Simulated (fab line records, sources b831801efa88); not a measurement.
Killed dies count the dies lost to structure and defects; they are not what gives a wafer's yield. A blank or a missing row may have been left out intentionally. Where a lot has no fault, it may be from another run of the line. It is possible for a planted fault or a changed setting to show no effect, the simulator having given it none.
Chamber matching :: flow gf180mcu :: pecvd-04 running GF_CONTACT_CVD_02: 3 sister chambers
The step deposits SiO2 from TEOS, target thk 860 nm, time 95.992 s. 6 wafers are shown with their chamber, then 10 later ones without.

## WAFERS WITH THEIR CHAMBER
wafer: L142.6
chamber: 2
heater power w (W): 705

wafer: L143.5
chamber: 2
heater power w (W): 615

wafer: L146.4
chamber: 1
heater power w (W): 814

wafer: L146.5
chamber: 0
heater power w (W): 729

wafer: L147.1
chamber: 1
heater power w (W): 777

wafer: L147.2
chamber: 0
heater power w (W): 726

## WAFERS WHOSE CHAMBER IS MISSING
wafer: L147.6
heater power w (W): 598

wafer: L149.1
heater power w (W): 781

wafer: L149.3
heater power w (W): 840

wafer: L149.5
heater power w (W): 650

wafer: L150.2
heater power w (W): 707

wafer: L150.4
heater power w (W): 711

wafer: L150.5
heater power w (W): 755

wafer: L151.1
heater power w (W): 718

wafer: L151.4
heater power w (W): 852

wafer: L151.5
heater power w (W): 780

## THE CHAMBER EACH PASSED THROUGH
wafer: L147.6
from the rows above: can't be placed: 2 or 0
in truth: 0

wafer: L149.1
from the rows above: can't be placed: 1 or 0
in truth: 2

wafer: L149.3
from the rows above: can't be placed: 1 or 0
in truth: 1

wafer: L149.5
from the rows above: can't be placed: 2 or 0
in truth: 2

wafer: L150.2
from the rows above: can't be placed: 0 or 2 or 1
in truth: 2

wafer: L150.4
from the rows above: can't be placed: 0 or 2 or 1
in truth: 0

wafer: L150.5
from the rows above: can't be placed: 0 or 1 or 2
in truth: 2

wafer: L151.1
from the rows above: can't be placed: 0 or 2 or 1
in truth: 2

wafer: L151.4
from the rows above: can't be placed: 1 or 0
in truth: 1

wafer: L151.5
from the rows above: can't be placed: 1 or 0
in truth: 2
Placed correctly: 0 of 10. From these rows, 10 cannot be placed; in 8 the true chamber is one of the candidates. Number placed wrongly: 0.
How it was worked out, from the rows above alone: a wafer's distance from a chamber is the root of the sum, over the readings, of the square of ((its reading less the chamber's mean) divided by the reading's scatter). The wafer belongs to the nearest chamber; if the next one is less than 2 further off, it can't be placed. Each chamber's mean is taken over the wafers shown for it. How the scatter is found: for the shown wafers, subtract from each reading the mean of its chamber, square and add these, divide the total by (wafers less chambers), then take the root.
